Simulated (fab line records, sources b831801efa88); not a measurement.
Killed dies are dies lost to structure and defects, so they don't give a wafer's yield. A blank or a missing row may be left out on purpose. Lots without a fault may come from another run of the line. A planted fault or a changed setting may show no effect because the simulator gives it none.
fab line records | flow sky130 | part 2 of 2: steps 29 to 35 of 35
record lots=5 wafers=15 last_day=50
route steps=708 shown VIA1@470 METAL2@483
lots that met no fault: from a run of the same line without faults
start_h: hours from the record's first day to the start of the lot's first wafer shown | wait_h: hours since the lot's step before | " the same as in the row above | L1.1+2: a row that stands for several wafers | - no value, or no start given | * or withheld: withheld | < > ~ a bound
route shown NAME@n: a module of which the file shows steps, and the number in the route of the first | usual: mean/standard deviation of fault-free wafers | same: alike in all rows | chamber/n: place in a boat | sites: the reading at each site | _std_site: their standard deviation | _edge_site: outer sites' mean less inner sites' | radius_mm: how far each site lies from the wafer's centre | mask NAME#n: copy n | behind: the tool/chamber that last shaped the wafer | hold: why the lot was held/for how many hours/how that ended | device: the transistor (n, p or np) that didn't switch | end of line: the same wafers' tests at the end of the route | a step without rows: its recipe alone | killed: dies lost to structure and defects at the first sort, not the wafer's yield | map: a wafer's dies, x killed, . not, _ none there
set.NAME: the setting as run; set.NAME@STEP: as run at that earlier step | model.NAME: the simulator's own value behind a step, which no gauge read
lots at some steps of the route; a table a step, a row a wafer
services: from which hour (start_h, from the record's first day; less than 0 if before it) a tool's chamber was out of use, for how many hours, and why
## steps
# step SKY_METAL2_CD_MEAS_15
# recipe target_cd_nm=140
# usual cd_nm=140.4/1.7
# columns lot.wafer tool chamber start_h wait_h cd_nm
L077.3 cd_sem-01 - 836.98 - 144.5
L077.4 " - " " 143.0
L077.6 " - " " 142.5
L080.2 cd_sem-02 - 879.15 - 141.1
L080.4 " - " " 141.8
L080.6 " - " " 141.7
L091.1 cd_sem-02 - 951.24 - 136.9
L091.3 " - " " 137.5
L091.5 " - " " 138.4
L096.1 cd_sem-02 - 978.78 - 138.0
L096.3 " - " " 140.4
L096.6 " - " " 139.5
L097.1 cd_sem-02 - 980.94 - 139.5
L097.2 " - " " 140.1
L097.5 " - " " 141.6
# step SKY_METAL2_OVL_MEAS_16
# usual METAL2_OVL=0/4
# columns lot.wafer tool chamber start_h wait_h METAL2_OVL[nm]
L077.3 overlay-02 - 837.07 0.1 -2
L077.4 " - " " 2
L077.6 " - " " 0
L080.2 overlay-02 - 879.25 0.1 1
L080.4 " - " " 6
L080.6 " - " " 5
L091.1 overlay-02 - 951.36 0.1 -3
L091.3 " - " " -4
L091.5 " - " " 1
L096.1 overlay-02 - 978.90 0.1 6
L096.3 " - " " 10
L096.6 " - " " 2
L097.1 overlay-02 - 981.06 0.1 1
L097.2 " - " " -4
L097.5 " - " " -5
# step SKY_METAL2_DESCUM_17
# recipe chemistry=O2 source_power_w=150 bias_power_w=0 pressure_mtorr=10 temp_c=40 time_s=8
# usual drypump_motor_current_A=5.6/0.41 oes_product_au=0.998/0.0072 rf_fwd_power_W=147.2/1
# same time_s=8
# columns lot.wafer tool chamber start_h wait_h drypump_motor_current_A oes_product_au rf_fwd_power_W rf_hours_counter_h
L077.3 rie_metal-02 1 837.11 0.0 5.3 0.993 147.9 -
L077.4 " 0 " " 6.1 1.013 146.8 -
L077.6 " 0 " " 6.1 1.011 147.2 -
L080.2 rie_metal-02 1 879.28 0.0 5.4 1.008 148.5 10.0
L080.4 " 1 " " 5.4 1.000 148.3 -
L080.6 " 1 " " 5.3 1.000 148.7 -
L091.1 rie_metal-03 0 951.40 0.0 5.8 0.992 147.9 9.2
L091.3 " 1 " " 5.1 0.986 148.7 -
L091.5 " 1 " " 5.1 0.986 148.0 -
L096.1 rie_metal-02 1 978.93 0.0 5.4 1.006 148.5 14.3
L096.3 " 1 " " 5.4 1.002 148.2 -
L096.6 " 0 " " 6.1 1.003 147.2 -
L097.1 rie_metal-01 0 981.10 0.0 5.9 0.988 145.7 11.6
L097.2 " 1 " " 5.1 0.998 146.5 9.8
L097.5 " 1 " " 5.1 1.006 146.6 -
# step SKY_METAL2_ETCH_18
# recipe chemistry=N2/H2 target=BARC ion_energy_ev=200 bias_w=100 pressure_mtorr=30 n2_flow_sccm=100 h2_flow_sccm=200 icp_w=500 stop_on=SiO2 time_s=45.9 target_depth_a=600
# usual drypump_motor_current_A=5.6/0.41 oes_product_au=0.855/0.0047 rf_fwd_power_W=494.7/2.6 throttle_valve_pct=13.225/0.0093
# same time_s=45.9
# columns lot.wafer tool chamber start_h wait_h drypump_motor_current_A oes_product_au rf_fwd_power_W rf_hours_counter_h throttle_valve_pct
L077.3 rie_metal-02 1 837.15 0.0 5.4 0.858 497.8 - 13.229
L077.4 " 0 " " 6.2 0.850 493.8 - 13.222
L077.6 " 0 " " 6.2 0.861 494.9 - 13.232
L080.2 rie_metal-02 1 879.31 0.0 5.4 0.849 496.2 10.0 13.229
L080.4 " 1 " " 5.4 0.852 494.6 - 13.224
L080.6 " 1 " " 5.4 0.850 494.8 - 13.233
L091.1 rie_metal-03 0 951.43 0.0 5.8 0.852 495.8 9.2 13.233
L091.3 " 1 " " 5.1 0.852 495.2 - 13.227
L091.5 " 1 " " 5.1 0.850 497.7 - 13.221
L096.1 rie_metal-02 1 978.96 0.0 5.4 0.856 498.7 14.3 13.225
L096.3 " 1 " " 5.4 0.858 496.1 - 13.225
L096.6 " 0 " " 6.1 0.864 492.7 - 13.229
L097.1 rie_metal-01 0 981.13 0.0 5.9 0.854 493.2 11.6 13.224
L097.2 " 1 " " 5.1 0.843 492.1 9.9 13.217
L097.5 " 1 " " 5.1 0.851 491.9 - 13.233
# step SKY_METAL2_METAL_ETCH_19
# recipe target_depth_a=3600 stop_on=SiO2 over_etch_frac=0.3 time_s=78 chemistry=Cl2/BCl3 resist_sidewall_deg=88 pressure_mtorr=10 icp_w=900 bias_w=48.5 Cl2_flow_sccm=60 bcl3_flow_sccm=30
# usual drypump_motor_current_A=5.6/0.41 oes_product_au=0.854/0.0057 rf_fwd_power_W=894/3.8 throttle_valve_pct=22.265/0.01
# same time_s=78
# columns lot.wafer tool chamber start_h wait_h drypump_motor_current_A oes_product_au rf_fwd_power_W rf_hours_counter_h throttle_valve_pct
L077.3 rie_metal-02 1 837.22 0.1 5.4 0.851 888 - 22.271
L077.4 " 0 " " 6.2 0.850 888 - 22.267
L077.6 " 0 " " 6.1 0.850 891 - 22.261
L080.2 rie_metal-02 1 879.38 0.0 5.4 0.854 895 10.0 22.258
L080.4 " 1 " " 5.4 0.856 897 - 22.278
L080.6 " 1 " " 5.4 0.855 898 - 22.255
L091.1 rie_metal-03 0 951.49 0.0 5.8 0.862 898 9.2 22.257
L091.3 " 1 " " 5.1 0.859 897 - 22.277
L091.5 " 1 " " 5.1 0.855 894 - 22.275
L096.1 rie_metal-02 1 979.03 0.0 5.4 0.852 894 14.3 22.277
L096.3 " 1 " " 5.4 0.848 898 - 22.268
L096.6 " 0 " " 6.1 0.856 894 - 22.269
L097.1 rie_metal-01 0 981.19 0.0 5.9 0.859 891 11.7 22.250
L097.2 " 1 " " 5.1 0.859 887 9.9 22.274
L097.5 " 1 " " 5.1 0.863 886 - 22.248
# step SKY_METAL2_STRIP_20
# recipe chemistry=O2/N2 power_w=1400 pressure_mtorr=1500 platen_temp_c=withheld o2_flow_sccm=3000 n2_flow_sccm=300 overash_fraction=0.5
# usual drypump_motor_current_A=5.6/0.53 oes_product_au=0.343/0.0042 strip_time_to_endpoint_s=2.692/0.03
# columns lot.wafer tool chamber start_h wait_h drypump_motor_current_A oes_product_au rf_hours_counter_h strip_time_to_endpoint_s
L077.3 plasma_asher-04 0 837.32 0.1 6.2 0.346 - 2.687
L077.4 " 1 " " 5.0 0.341 - 2.690
L077.6 " 1 " " 5.0 0.340 - 2.715
L080.2 plasma_asher-03 0 879.47 0.1 4.9 0.349 105 2.702
L080.4 " 0 " " 4.9 0.348 - 2.700
L080.6 " 0 " " 4.9 0.344 - 2.683
L091.1 plasma_asher-03 0 951.58 0.1 4.8 0.348 112 2.696
L091.3 " 0 " " 4.9 0.344 - 2.739
L091.5 " 0 " " 4.9 0.340 - 2.718
L096.1 plasma_asher-04 0 979.12 0.1 6.2 0.337 85 2.648
L096.3 " 1 " " 4.9 0.335 - 2.663
L096.6 " 0 " " 6.2 0.342 - 2.657
L097.1 plasma_asher-04 1 981.28 0.1 5.0 0.345 85 2.693
L097.2 " 0 " " 6.2 0.345 85 2.668
L097.5 " 0 " " 6.2 0.340 - 2.709
# step SKY_METAL2_STRIP_21
# recipe chemistry=post_etch_residue_remover time_s=1200 temp_c=72.5
# same time_s=1200
# columns lot.wafer tool chamber start_h wait_h
L077.3+4+6 wet_bench-02 3 837.38 0.0
L080.2+4+6 wet_bench-03 0 879.57 0.1
L091.1+3+5 wet_bench-03 1 951.68 0.1
L096.1+3+6 wet_bench-02 1 979.22 0.1
L097.1+2+5 wet_bench-03 3 981.38 0.1
## services
# columns tool chamber start_h hours kind
krf_scanner-02 - 804.08 1.3 pm
pvd_sputter-04 - 816.93 2.1 repair
wet_bench-03 - 818.30 2.9 repair
pvd_sputter-02 - 832.51 12.7 repair
rie_metal-03 - 836.44 1.1 repair
plasma_asher-04 - 839.63 1.2 repair
pvd_sputter-01 - 845.03 0.9 repair
wet_bench-03 - 860.21 1.9 pm
pvd_sputter-01 - 860.96 2.1 repair
krf_scanner-02 - 868.26 1.0 pm
rie_diel-04 0 870.78 6.5 repair
krf_scanner-02 - 878.47 0.8 pm
rie_diel-04 3 886.05 5.5 repair
krf_scanner-02 - 895.61 4.0 pm
rie_metal-02 - 906.27 2.8 pm
wet_bench-04 - 909.44 2.2 repair
pvd_sputter-01 - 909.97 1.9 repair
rie_metal-02 1 917.11 2.6 repair
pvd_sputter-04 - 942.44 1.1 repair
rie_diel-02 0 947.90 12.3 repair
wet_bench-01 - 964.08 1.8 repair
rie_metal-02 - 973.21 2.7 repair
pvd_sputter-04 - 976.07 8.4 repair
krf_scanner-02 - 979.98 1.3 pm
